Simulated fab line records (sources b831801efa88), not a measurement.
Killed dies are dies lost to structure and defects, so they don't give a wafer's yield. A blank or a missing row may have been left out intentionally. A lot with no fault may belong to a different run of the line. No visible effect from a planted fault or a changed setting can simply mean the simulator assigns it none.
Which tool was responsible?	flow gf180mcu	13 lots with 39 wafers sampled at 4 steps, on a route of 602 steps

WHAT THE GAUGES SHOWED, per wafer
GF_LVPWELL_OVL_MEAS_07. Usual: for LVPWELL_OVL the level is -0.8 nm and the standard deviation is 1.3.
lot	measured	on	LVPWELL_OVL (nm)	flag
L750	day 4 01:02	overlay-02	-0.4 -1.2 -0.8	
L751	day 4 08:35	overlay-01	-0.4 0.5 -1.3	
L753	day 4 19:02	overlay-02	-1.5 -1.5 -0.1	
L756	day 5 12:53	overlay-02	- - -	OFF
L758	day 6 00:23	overlay-02	-0.2 -0.3 0.6	
L759	day 6 06:24	overlay-01	-1.5 -1.3 -2.5	
L763	day 7 04:08	overlay-02	-1.6 -0.4 -0.5	
L764	day 7 11:05	overlay-02	-1.5 -3.4 -2.7	
L766	day 7 19:47	overlay-02	0.2 0.5 -1.0	
L767	day 8 02:53	overlay-02	0.8 0.3 0.9	
L768	day 8 06:26	overlay-02	-2.3 -1.3 -2.9	
L769	day 8 14:47	overlay-02	0.4 0.5 0.6	
L772	day 9 06:48	overlay-01	0.9 -0.6 0.6	

GF_LVPWELL_TW_MEAS_11. Usual: for LVPWELL_TW the level is 560 and the standard deviation is 6.2.
lot	measured	on	LVPWELL_TW	flag
L750	day 4 01:28	film_metro-04	558 557 560	
L751	day 4 09:02	film_metro-01	556 557 555	
L753	day 4 19:28	film_metro-01	558 557 556	
L756	day 5 13:19	film_metro-01	30 30 30	OFF
L758	day 6 00:49	film_metro-03	575 570 573	
L759	day 6 06:50	film_metro-04	559 555 559	
L763	day 7 04:34	film_metro-04	554 556 556	
L764	day 7 11:32	film_metro-01	555 555 558	
L766	day 7 20:13	film_metro-01	555 555 552	
L767	day 8 03:20	film_metro-03	573 569 570	
L768	day 8 06:53	film_metro-03	568 571 568	
L769	day 8 15:13	film_metro-04	560 557 559	
L772	day 9 07:15	film_metro-04	560 560 557	

GF_MVSD_OVL_MEAS_07. Usual: for MVSD_OVL the level is -0.8 nm and the standard deviation is 1.3.
lot	measured	on	MVSD_OVL (nm)	flag
L750	day 4 15:08	overlay-02	-0.7 0.1 -1.9	
L751	day 4 22:58	overlay-01	-1.2 -1.6 -0.6	
L753	day 5 08:41	overlay-01	-3.1 0.3 -1.4	
L756	day 6 04:37	overlay-02	-3.3 -2.7 -1.9	
L758	day 6 16:14	overlay-01	0.6 -0.8 0.1	
L759	day 6 21:37	overlay-02	-0.9 -0.9 -1.4	
L763	day 7 20:46	overlay-01	-1.0 -1.3 -0.4	
L764	day 8 03:20	overlay-02	-2.5 -1.0 -2.5	
L766	day 8 12:02	overlay-01	-2.2 0.1 -1.2	
L767	day 8 19:41	overlay-02	-1.5 -2.2 -2.9	
L768	day 8 23:41	overlay-01	-2.1 0.0 -0.9	
L769	day 9 07:53	overlay-01	-2.2 -2.1 -2.4	
L772	day 9 23:34	overlay-01	-1.3 0.3 0.2	

EACH LOT AND THE TOOL THAT RAN IT (in order: tool; ch and the chambers of the sampled wafers; start)
lot	GF_LVPWELL_EXPOSE_04
L750	iline_stepper-02 ch 0, day 3 18:40
L751	iline_stepper-02 ch 0, day 4 02:01
L753	iline_stepper-01 ch 0, day 4 12:10
L756	iline_stepper-02 ch 0, day 5 05:54
L758	iline_stepper-02 ch 0, day 5 17:38
L759	iline_stepper-01 ch 0, day 5 23:05
L763	iline_stepper-02 ch 0, day 6 20:28
L764	iline_stepper-02 ch 0, day 7 03:13
L766	iline_stepper-02 ch 0, day 7 11:37
L767	iline_stepper-02 ch 0, day 7 18:49
L768	iline_stepper-02 ch 0, day 7 22:43
L769	iline_stepper-01 ch 0, day 8 06:14
L772	iline_stepper-01 ch 0, day 8 22:14
- GF_LVPWELL_EXPOSE_04: exposes mask LVPWELL, target cd 600 nm.

WHAT THE TOOLS THEMSELVES READ (means of the sampled wafers that have a number; where no wafer has one, the mark that the record gives instead)
GF_LVPWELL_EXPOSE_04. Usual: 22.99 C for reticle_temp_C, sd 0.094.
lot	tool	reticle_temp_C (C)	flag
L750	iline_stepper-02	22.95	
L751	iline_stepper-02	22.95	
L753	iline_stepper-01	23.01	
L756	iline_stepper-02	23.02	
L758	iline_stepper-02	23.04	
L759	iline_stepper-01	22.92	
L763	iline_stepper-02	22.94	
L764	iline_stepper-02	22.97	
L766	iline_stepper-02	23.01	
L767	iline_stepper-02	22.95	
L768	iline_stepper-02	22.99	
L769	iline_stepper-01	22.95	
L772	iline_stepper-01	22.96	

THE ANSWER, worked out from the rows above alone
Rule: lot off if the mean of its wafers having a number is beyond 3 standard deviations from the usual mean. A lot without any number at a reading at which 4 lots or more have one is off too. Where the step has rows for the other lots, those lots are counted as sound. The gauges are gone through in route order, then the tools' own readings, and for those a lot's mean is taken as printed above. The first step at which some lot is off is used, and at that step the reading that is off furthest; a lot without a number counts as furthest.
Off: at GF_LVPWELL_OVL_MEAS_07 (LVPWELL_OVL), L756. Without a number there: L756.
If a tool, at a process step before that reading, ran all the lots that are off and no sound lot after the first of them, it fits. Not tried: the gauges at GF_LVPWELL_OVL_MEAS_07; whatever is off there is also off at GF_LVPWELL_TW_MEAS_11, on other tools, and gauge error can't account for it. None of those tried fits.

WHAT HAD BEEN PUT IN BY THE SIMULATOR
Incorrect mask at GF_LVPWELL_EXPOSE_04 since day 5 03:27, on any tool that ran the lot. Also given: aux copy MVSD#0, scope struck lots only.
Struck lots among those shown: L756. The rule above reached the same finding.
